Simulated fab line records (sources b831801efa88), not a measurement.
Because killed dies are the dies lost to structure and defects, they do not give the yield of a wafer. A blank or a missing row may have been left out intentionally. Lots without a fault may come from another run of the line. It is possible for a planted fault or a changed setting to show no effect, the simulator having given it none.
fab line records + flow sky130
record
- lots=5
- wafers=15
- lastDay=49
route steps=708 shown VT_ADJUST_HVTP@89 VT_ADJUST_LVTN@97 PAD_OPEN@708
lots untouched by any fault: they come from a run of this same line in which no faults occurred
startH: start of the lot's first displayed wafer, in hours after the record's first day + waitH: hours since the lot's step before + " as in the row above + L1.1+2: one row covering several wafers at once + - no value, or no start was given + * or withheld: withheld + < > ~ a bound
route shown NAME@n: a module of which the file shows steps, and the number in the route of the first + usual: mean/standard deviation of fault-free wafers + same: alike in all rows + chamber/n: place in a boat + sites: the reading at each site + _std_site: how widely they spread, as a standard deviation + _edge_site: inner sites' mean taken away from outer sites' mean + radiusMm: for every site, how far away it sits from the centre of the wafer + mask NAME#n: copy n + behind: tool/chamber where the wafer was last shaped + hold: cause of the lot's hold/its duration in hours/its outcome + device: the transistor (n, p or np) that didn't switch + end of line: the same wafers' tests at the end of the route + a step with no rows: only its recipe + killed: dies lost to structure and defects at the first sort, not the wafer's yield + map: shows each die of a wafer: x if killed, . if not, _ if none is there
set.NAME: setting as actually run; set.NAME@STEP: the setting as run at that earlier step + model.NAME: the simulator's own value behind a step, which no gauge read
lots at selected steps of the route; one table per step, one row per wafer
services: from which hour (startH, from the record's first day; less than 0 if before it) a tool's chamber was out of use, for how many hours, and why
## steps
# step SKY_VT_ADJUST_HVTP_EXPOSE_04
# recipe
- maskId=HVTPM
- na=0.6
- sourceShape=conventional
- sigmaOuter=0.6
- polarization=unpolarized
- targetCdNm=380
- doseMj=140
# step SKY_VT_ADJUST_HVTP_PEB_05
# recipe
- tempC=withheld
- timeS=*
- resist=NOVOLAK
# step SKY_VT_ADJUST_HVTP_DEVELOP_06
# recipe
- resist=NOVOLAK
- developer=TMAH
- developTimeS=60
- devTempC=23
# step SKY_VT_ADJUST_HVTP_CD_MEAS_07
# recipe
- targetCdNm=380
# usual
- cdNm=380.3/2.4
| lot.wafer | tool     | chamber | startH | waitH | cdNm  |
|-----------|----------|---------|--------|-------|-------|
| L961.1    | cdSem-01 | -       | 146.36 | 0.1   | 379.5 |
| L961.4    | "        | -       | "      | "     | 380.7 |
| L961.5    | "        | -       | "      | "     | 386.8 |
| L963.1    | cdSem-02 | -       | 159.94 | 0.1   | 380.0 |
| L963.3    | "        | -       | "      | "     | 381.5 |
| L963.5    | "        | -       | "      | "     | 380.3 |
| L970.1    | cdSem-02 | -       | 211.79 | 0.1   | 380.6 |
| L970.3    | "        | -       | "      | "     | 383.1 |
| L970.4    | "        | -       | "      | "     | 382.4 |
| L975.2    | cdSem-01 | -       | 237.13 | 0.1   | 382.5 |
| L975.4    | "        | -       | "      | "     | 379.7 |
| L975.6    | "        | -       | "      | "     | 378.6 |
| L977.2    | cdSem-02 | -       | 246.41 | 0.1   | 380.2 |
| L977.5    | "        | -       | "      | "     | 377.5 |
| L977.6    | "        | -       | "      | "     | 382.3 |
# step SKY_VT_ADJUST_HVTP_OVL_MEAS_08
# usual
- VT_ADJUST_HVTP_OVL=0.1/1.2
| lot.wafer | tool       | chamber | startH | waitH | VT_ADJUST_HVTP_OVL[nm] |
|-----------|------------|---------|--------|-------|------------------------|
| L961.1    | overlay-02 | -       | 146.48 | 0.1   | 0.7                    |
| L961.4    | "          | -       | "      | "     | 0.3                    |
| L961.5    | "          | -       | "      | "     | 0.7                    |
| L963.1    | overlay-02 | -       | 160.06 | 0.1   | 0.1                    |
| L963.3    | "          | -       | "      | "     | -1.0                   |
| L963.5    | "          | -       | "      | "     | -0.9                   |
| L970.1    | overlay-02 | -       | 211.91 | 0.1   | -1.3                   |
| L970.3    | "          | -       | "      | "     | -2.6                   |
| L970.4    | "          | -       | "      | "     | -1.1                   |
| L975.2    | overlay-01 | -       | 237.23 | 0.1   | 0.9                    |
| L975.4    | "          | -       | "      | "     | 2.4                    |
| L975.6    | "          | -       | "      | "     | 1.3                    |
| L977.2    | overlay-02 | -       | 246.51 | 0.1   | -0.3                   |
| L977.5    | "          | -       | "      | "     | -1.0                   |
| L977.6    | "          | -       | "      | "     | -1.2                   |
# step SKY_VT_ADJUST_HVTP_IMPLANT_09
# recipe
- species=As
- energyKev=150
- doseCm2=4.3e+12
- tiltDeg=withheld
# step SKY_VT_ADJUST_HVTP_STRIP_10
# recipe
- chemistry=O2/N2
- powerW=1400
- pressureMtorr=1500
- platenTempC=withheld
- o2FlowSccm=3000
- n2FlowSccm=300
- overashFraction=0.5
# usual
- drypumpMotorCurrentA=5.4/0.39
- oesProductAu=0.716/0.0043
- stripTimeToEndpointS=14.15/0.04
| lot.wafer | tool           | chamber | startH | waitH | drypumpMotorCurrentA | oesProductAu | rfHoursCounterH | stripTimeToEndpointS |
|-----------|----------------|---------|--------|-------|----------------------|--------------|-----------------|----------------------|
| L961.1    | plasmaAsher-01 | 0       | 146.66 | 0.1   | 5.3                  | 0.718        | 3               | 14.14                |
| L961.4    | "              | 0       | "      | "     | 5.3                  | 0.708        | -               | 14.14                |
| L961.5    | "              | 0       | "      | "     | 5.3                  | 0.716        | -               | 14.12                |
| L963.1    | plasmaAsher-04 | 0       | 160.24 | 0.1   | 5.0                  | 0.717        | 34              | 14.14                |
| L963.3    | "              | 0       | "      | "     | 5.0                  | 0.711        | -               | 14.10                |
| L963.5    | "              | 1       | "      | "     | 5.9                  | 0.715        | -               | 14.15                |
| L970.1    | plasmaAsher-02 | 1       | 212.09 | 0.1   | 5.0                  | 0.717        | 53              | 14.18                |
| L970.3    | "              | 1       | "      | "     | 5.0                  | 0.711        | -               | 14.26                |
| L970.4    | "              | 0       | "      | "     | 5.0                  | 0.716        | -               | 14.22                |
| L975.2    | plasmaAsher-04 | 0       | 237.41 | 0.1   | 5.0                  | 0.703        | 41              | 14.09                |
| L975.4    | "              | 0       | "      | "     | 5.0                  | 0.718        | -               | 14.11                |
| L975.6    | "              | 0       | "      | "     | 5.0                  | 0.710        | -               | 14.14                |
| L977.2    | plasmaAsher-01 | 0       | 246.69 | 0.1   | 5.3                  | 0.715        | 12              | 14.13                |
| L977.5    | "              | 1       | "      | "     | 5.8                  | 0.717        | -               | 14.13                |
| L977.6    | "              | 0       | "      | "     | 5.3                  | 0.706        | -               | 14.16                |
# step SKY_VT_ADJUST_HVTP_TW_MEAS_11
# usual
- VT_ADJUST_HVTP_TW=1357/11
| lot.wafer | tool         | chamber | startH | waitH | VT_ADJUST_HVTP_TW |
|-----------|--------------|---------|--------|-------|-------------------|
| L961.1    | filmMetro-03 | -       | 146.76 | 0.1   | 1358              |
| L961.4    | "            | -       | "      | "     | 1368              |
| L961.5    | "            | -       | "      | "     | 1361              |
| L963.1    | filmMetro-01 | -       | 160.34 | 0.1   | 1353              |
| L963.3    | "            | -       | "      | "     | 1354              |
| L963.5    | "            | -       | "      | "     | 1350              |
| L970.1    | filmMetro-03 | -       | 212.19 | 0.1   | 1358              |
| L970.3    | "            | -       | "      | "     | 1357              |
| L970.4    | "            | -       | "      | "     | 1362              |
| L975.2    | filmMetro-03 | -       | 237.52 | 0.1   | 1366              |
| L975.4    | "            | -       | "      | "     | 1357              |
| L975.6    | "            | -       | "      | "     | 1355              |
| L977.2    | filmMetro-01 | -       | 246.80 | 0.1   | 1359              |
| L977.5    | "            | -       | "      | "     | 1354              |
| L977.6    | "            | -       | "      | "     | 1342              |
# step SKY_VT_ADJUST_LVTN_DEHYDRATE_00
# recipe
- tempC=200
- timeS=60
# step SKY_VT_ADJUST_LVTN_HMDS_01
# recipe
- primeTimeS=60
- primeTempC=120
# step SKY_VT_ADJUST_LVTN_COAT_02
# recipe
- spinRpm=2000
- resistThkNm=3000
# step SKY_VT_ADJUST_LVTN_SOFTBAKE_03
# recipe
- tempC=110
- timeS=withheld
# step SKY_VT_ADJUST_LVTN_EXPOSE_04
# recipe
- maskId=NWM_COMPLEMENT_LESS_NATIVE
- na=0.6
- sourceShape=conventional
- sigmaOuter=0.6
- polarization=unpolarized
- targetCdNm=840
- doseMj=195.4
# same
- sigmaOuter=0.6
| lot.wafer  | tool            | chamber | startH | waitH | mask                         |
|------------|-----------------|---------|--------|-------|------------------------------|
| L961.1+4+5 | ilineStepper-02 | 0       | 157.23 | -     | NWM_COMPLEMENT_LESS_NATIVE#0 |
| L963.1+3+5 | ilineStepper-01 | 0       | 169.93 | -     | NWM_COMPLEMENT_LESS_NATIVE#0 |
| L970.1+3+4 | ilineStepper-01 | 0       | 223.36 | -     | HVTPM#0                      |
| L975.2+4+6 | ilineStepper-01 | 0       | 248.76 | -     | NWM_COMPLEMENT_LESS_NATIVE#0 |
| L977.2+5+6 | ilineStepper-01 | 0       | 258.33 | -     | NWM_COMPLEMENT_LESS_NATIVE#0 |
# step SKY_VT_ADJUST_LVTN_PEB_05
# recipe
- tempC=115
- timeS=withheld
# step SKY_VT_ADJUST_LVTN_DEVELOP_06
# recipe
- wallAngleDeg=90
- developer=TMAH
- developTimeS=60
- devTempC=23
# step SKY_VT_ADJUST_LVTN_OVL_MEAS_07
# usual
- VT_ADJUST_LVTN_OVL=0.0/1.6
| lot.wafer | tool       | chamber | startH | waitH | VT_ADJUST_LVTN_OVL[nm] |
|-----------|------------|---------|--------|-------|------------------------|
| L961.1    | overlay-01 | -       | 166.95 | -     | 0.9                    |
| L961.4    | "          | -       | "      | "     | -0.8                   |
| L961.5    | "          | -       | "      | "     | 0.8                    |
| L963.1    | overlay-01 | -       | 178.98 | -     | -0.8                   |
| L963.3    | "          | -       | "      | "     | 0.5                    |
| L963.5    | "          | -       | "      | "     | -1.5                   |
| L970.1    | overlay-01 | -       | 233.89 | -     | -                      |
| L970.3    | "          | -       | "      | "     | -                      |
| L970.4    | "          | -       | "      | "     | -                      |
| L975.2    | overlay-02 | -       | 260.31 | -     | 0.2                    |
| L975.4    | "          | -       | "      | "     | -1.6                   |
| L975.6    | "          | -       | "      | "     | 0.2                    |
| L977.2    | overlay-01 | -       | 270.06 | -     | 0.9                    |
| L977.5    | "          | -       | "      | "     | 1.6                    |
| L977.6    | "          | -       | "      | "     | 2.0                    |
# step SKY_VT_ADJUST_LVTN_IMPLANT_08
# recipe
- species=B
- energyKev=30
- doseCm2=1.57e+12
- tiltDeg=withheld
# step SKY_VT_ADJUST_LVTN_STRIP_09
# recipe
- chemistry=O2/N2
- powerW=1400
- pressureMtorr=1500
- platenTempC=withheld
- o2FlowSccm=3000
- n2FlowSccm=300
- overashFraction=0.5
# usual
- drypumpMotorCurrentA=5.5/0.4
- oesProductAu=0.722/0.0047
- stripTimeToEndpointS=36.89/0.088
| lot.wafer | tool           | chamber | startH | waitH | drypumpMotorCurrentA | oesProductAu | rfHoursCounterH | stripTimeToEndpointS |
|-----------|----------------|---------|--------|-------|----------------------|--------------|-----------------|----------------------|
| L961.1    | plasmaAsher-03 | 1       | 167.14 | 0.1   | 6.0                  | 0.720        | 49              | 36.98                |
| L961.4    | "              | 0       | "      | "     | 5.8                  | 0.720        | -               | 36.98                |
| L961.5    | "              | 0       | "      | "     | 5.8                  | 0.731        | -               | 36.84                |
| L963.1    | plasmaAsher-03 | 0       | 179.17 | 0.1   | 5.8                  | 0.726        | 50              | 36.92                |
| L963.3    | "              | 1       | "      | "     | 6.0                  | 0.720        | -               | 36.94                |
| L963.5    | "              | 1       | "      | "     | 6.0                  | 0.722        | -               | 36.94                |
| L970.1    | plasmaAsher-02 | 0       | 234.07 | 0.1   | 5.0                  | 0.723        | 55              | 36.90                |
| L970.3    | "              | 0       | "      | "     | 5.0                  | 0.717        | -               | 36.87                |
| L970.4    | "              | 1       | "      | "     | 4.9                  | 0.718        | -               | 36.90                |
| L975.2    | plasmaAsher-02 | 0       | 260.49 | 0.1   | 5.0                  | 0.718        | 58              | 36.73                |
| L975.4    | "              | 0       | "      | "     | 5.0                  | 0.725        | -               | 36.78                |
| L975.6    | "              | 1       | "      | "     | 4.9                  | 0.722        | -               | 36.84                |
| L977.2    | plasmaAsher-01 | 1       | 270.24 | 0.1   | 5.8                  | 0.721        | 15              | 36.83                |
| L977.5    | "              | 0       | "      | "     | 5.3                  | 0.718        | -               | 36.81                |
| L977.6    | "              | 1       | "      | "     | 5.8                  | 0.719        | -               | 36.75                |
# step SKY_VT_ADJUST_LVTN_TW_MEAS_10
# usual
- VT_ADJUST_LVTN_TW=239.1/2.6
| lot.wafer | tool         | chamber | startH | waitH | VT_ADJUST_LVTN_TW |
|-----------|--------------|---------|--------|-------|-------------------|
| L961.1    | filmMetro-02 | -       | 167.24 | 0.1   | 241.1             |
| L961.4    | "            | -       | "      | "     | 240.4             |
| L961.5    | "            | -       | "      | "     | 240.3             |
| L963.1    | filmMetro-01 | -       | 179.27 | 0.1   | 242.1             |
| L963.3    | "            | -       | "      | "     | 241.3             |
| L963.5    | "            | -       | "      | "     | 242.3             |
| L970.1    | filmMetro-01 | -       | 234.17 | 0.1   | 30.0              |
| L970.3    | "            | -       | "      | "     | 30.0              |
| L970.4    | "            | -       | "      | "     | 30.0              |
| L975.2    | filmMetro-01 | -       | 260.60 | 0.1   | 240.5             |
| L975.4    | "            | -       | "      | "     | 239.9             |
| L975.6    | "            | -       | "      | "     | 239.9             |
| L977.2    | filmMetro-04 | -       | 270.35 | 0.1   | 234.8             |
| L977.5    | "            | -       | "      | "     | 233.7             |
| L977.6    | "            | -       | "      | "     | 235.2             |
# step SKY_VT_ADJUST_LVTN_DEHYDRATE_11
# recipe
- tempC=200
- timeS=60
# step SKY_PAD_OPEN_PROBE_99
| lot.wafer | tool      | chamber | startH  | waitH | model.etest.tipP.rsOhmSq | model.etest.pfet_01v8.rOnOhmUm | model.etest.nfet_01v8_lvt.driveUaUm | model.etest.nfet_01v8.driveUaUm | model.etest.nfet_01v8_turned.driveUaUm | model.etest.nfet_01v8_swapped.driveUaUm | model.etest.pfet_01v8.driveUaUm | model.etest.pfet_01v8_mvt.driveUaUm |
|-----------|-----------|---------|---------|-------|--------------------------|--------------------------------|-------------------------------------|---------------------------------|----------------------------------------|-----------------------------------------|---------------------------------|-------------------------------------|
| L961.1    | prober-01 | -       | 1095.91 | 0.1   | 7016                     | 2910                           | 574.8                               | 503.9                           | 505.7                                  | 506.6                                   | 188.8                           | 148.2                               |
| L961.4    | prober-01 | -       | 1096.06 | 0.2   | 6983                     | 2886                           | 584                                 | 523                             | 519.9                                  | 523                                     | 193.6                           | 152.1                               |
| L961.5    | prober-01 | -       | 1096.11 | 0.2   | 7057                     | 2893                           | 571.1                               | 495.9                           | 500.2                                  | 498                                     | 188.5                           | 149.4                               |
| L963.1    | prober-01 | -       | 1110.28 | 0.1   | 6962                     | 2906                           | 593.3                               | 516.2                           | 513.5                                  | 515.8                                   | 190.9                           | 148.6                               |
| L963.3    | prober-01 | -       | 1110.38 | 0.2   | 6967                     | 2896                           | 583.6                               | 509.3                           | 504.8                                  | 510.2                                   | 191.7                           | 148.7                               |
| L963.5    | prober-01 | -       | 1110.48 | 0.2   | 6945                     | 2901                           | 585.1                               | 513.7                           | 514.5                                  | 510.1                                   | 190.1                           | 146.1                               |
| L970.1    | prober-02 | -       | 1157.07 | 0.1   | 6457                     | 2687                           | 632.7                               | 545                             | 547.2                                  | 546.2                                   | 221.5                           | 178.5                               |
| L970.3    | prober-02 | -       | 1157.17 | 0.2   | 6479                     | 2712                           | 629.3                               | 546.3                           | 545.1                                  | 542.3                                   | 218                             | 177.3                               |
| L970.4    | prober-02 | -       | 1157.22 | 0.2   | 6484                     | 2652                           | 633.1                               | 547.1                           | 539.6                                  | 543.6                                   | 223.2                           | 180.9                               |
| L975.2    | prober-02 | -       | 1177.05 | 0.1   | 6949                     | 2873                           | 570.2                               | 497.3                           | 501                                    | 498.9                                   | 193.4                           | 152.7                               |
| L975.4    | prober-02 | -       | 1177.15 | 0.2   | 6911                     | 2917                           | 550.8                               | 483.4                           | 480.9                                  | 487.1                                   | 190.3                           | 149.6                               |
| L975.6    | prober-02 | -       | 1177.25 | 0.2   | 6848                     | 2942                           | 568.5                               | 494.3                           | 494.2                                  | 493.5                                   | 187.6                           | 149.7                               |
| L977.2    | prober-02 | -       | 1183.77 | 0.1   | 6788                     | 2901                           | 573.1                               | 505.1                           | 505.6                                  | 503.4                                   | 194.3                           | 153.1                               |
| L977.5    | prober-02 | -       | 1183.92 | 0.2   | 6836                     | 2850                           | 578.9                               | 508.5                           | 508.7                                  | 506.5                                   | 195.1                           | 155.2                               |
| L977.6    | prober-02 | -       | 1183.97 | 0.2   | 6766                     | 2882                           | 583.1                               | 517.5                           | 514.3                                  | 510.7                                   | 194.4                           | 153.1                               |
# killed by level:class
L961.1 VIA1:geometricParticle:open=15 CONTACT:geometricParticle:open=13 FIELD_ISO:geometricParticle:short=6 POLY_GATE:geometricParticle:open=6 METAL1:geometricParticle:short=5 LI_CONTACT:geometricParticle:open=4 LOCAL_INTERCONNECT:geometricParticle:short=4 CONTACT:geometricParticle:short=4
L961.4 LI_CONTACT:geometricParticle:open=9 VIA1:geometricParticle:open=7 CONTACT:geometricParticle:open=7 METAL1:geometricParticle:short=7 VIA3:geometricParticle:open=6 LI_CONTACT:geometricParticle:short=5 CONTACT:geometricParticle:short=5 FIELD_ISO:geometricParticle:short=4
L961.5 LI_CONTACT:geometricParticle:open=12 CONTACT:geometricParticle:open=10 VIA1:geometricParticle:open=9 FIELD_ISO:geometricParticle:short=6 METAL1:geometricParticle:short=6 VIA1:geometricParticle:short=6 LI_CONTACT:geometricParticle:short=5 POLY_GATE:geometricParticle:short=4
L963.1 METAL1:geometricParticle:short=7 VIA1:geometricParticle:open=7 VIA2:geometricParticle:open=7 VIA3:geometricParticle:open=7 CONTACT:geometricParticle:open=5 FIELD_ISO:geometricParticle:short=4 CONTACT:geometricParticle:short=4 FIELD_ISO:geometricParticle:open=3
L963.3 LI_CONTACT:geometricParticle:open=9 VIA1:geometricParticle:open=8 VIA3:geometricParticle:open=7 VIA2:geometricParticle:open=6 FIELD_ISO:geometricParticle:open=5 FIELD_ISO:geometricParticle:short=4 METAL2:geometricParticle:open=4 METAL4:geometricParticle:short=4
L963.5 FIELD_ISO:geometricParticle:open=11 VIA1:geometricParticle:open=8 CONTACT:geometricParticle:open=7 METAL2:geometricParticle:short=6 FIELD_ISO:geometricParticle:short=6 LI_CONTACT:geometricParticle:open=6 VIA1:geometricParticle:short=5 VIA2:geometricParticle:open=5
L975.2 VIA1:geometricParticle:open=16 CONTACT:geometricParticle:open=10 METAL2:geometricParticle:short=7 LOCAL_INTERCONNECT:geometricParticle:short=5 FIELD_ISO:geometricParticle:open=4 CONTACT:geometricParticle:short=4 METAL3:geometricParticle:short=4 VIA3:geometricParticle:open=4
L975.4 LI_CONTACT:geometricParticle:open=10 VIA1:geometricParticle:open=10 POLY_GATE:geometricParticle:open=7 LI_CONTACT:geometricParticle:short=6 CONTACT:geometricParticle:open=6 METAL1:geometricParticle:open=5 VIA2:geometricParticle:open=4 LOCAL_INTERCONNECT:geometricParticle:short=4
L975.6 METAL2:geometricParticle:short=9 CONTACT:geometricParticle:open=8 VIA3:geometricParticle:open=8 METAL1:geometricParticle:short=7 LI_CONTACT:geometricParticle:short=5 METAL4:geometricParticle:short=5 LOCAL_INTERCONNECT:geometricParticle:short=5 VIA1:geometricParticle:open=5
L977.2 VIA2:geometricParticle:open=14 LI_CONTACT:geometricParticle:open=11 CONTACT:geometricParticle:open=10 CONTACT:geometricParticle:short=7 METAL1:geometricParticle:short=6 VIA1:geometricParticle:open=6 VIA3:geometricParticle:open=5 FIELD_ISO:geometricParticle:open=4
L977.5 METAL1:geometricParticle:short=12 VIA1:geometricParticle:open=8 FIELD_ISO:geometricParticle:open=5 CONTACT:geometricParticle:open=5 LOCAL_INTERCONNECT:geometricParticle:short=4 VIA2:geometricParticle:open=4 METAL4:geometricParticle:short=4 LI_CONTACT:geometricParticle:open=3
L977.6 VIA1:geometricParticle:open=12 CONTACT:geometricParticle:open=8 METAL3:geometricParticle:short=6 VIA3:geometricParticle:open=6 LI_CONTACT:geometricParticle:open=5 VIA2:geometricParticle:open=5 CONTACT:geometricParticle:short=4 METAL2:geometricParticle:short=4
## services
| tool            | chamber | startH | hours | kind   |
|-----------------|---------|--------|-------|--------|
| plasmaAsher-02  | -       | 129.05 | 0.7   | repair |
| ilineStepper-01 | -       | 133.33 | 1.7   | pm     |
| plasmaAsher-03  | -       | 261.69 | 14.6  | pm     |
| ilineStepper-02 | -       | 269.33 | 1.7   | pm     |
## key
firstSign
- step=SKY_VT_ADJUST_LVTN_EXPOSE_04
- reading=mask
- direction=changed
effect
- step=SKY_VT_ADJUST_LVTN_OVL_MEAS_07
- reading=VT_ADJUST_LVTN_OVL
- direction=missing
effect
- step=SKY_VT_ADJUST_LVTN_TW_MEAS_10
- reading=VT_ADJUST_LVTN_TW
- direction=down
- sigmas=80
- usual=239.1
- struck=30.0
modelEffect
- step=SKY_PAD_OPEN_PROBE_99
- value=etest.tipP.rsOhmSq
- without=6970
- struck=6473
metAt SKY_VT_ADJUST_LVTN_EXPOSE_04
struckWafers L970.1,L970.3,L970.4
sortLeftOut L970.1,L970.3,L970.4
testerLeftOut L970
onsetBetween 169.93 223.36
fault
- kind=wrongMask
- tool=any
- chamber=-
- onsetH=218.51
- steps=SKY_VT_ADJUST_LVTN_EXPOSE_04
- auxCopy=HVTPM#0
- scope=struckLotsOnly
# testerLeftOut: of these lots the tester's yield and bins aren't shown, on N5 and GAA mostly nor the transistor test; their killed dies are dies lost to structure and defects alone, not to doping, threshold or leakage, so they don't give the yield
# sortLeftOut: the simulated sort isn't trusted on such a fault, so these wafers' sort isn't shown, and their yield isn't known
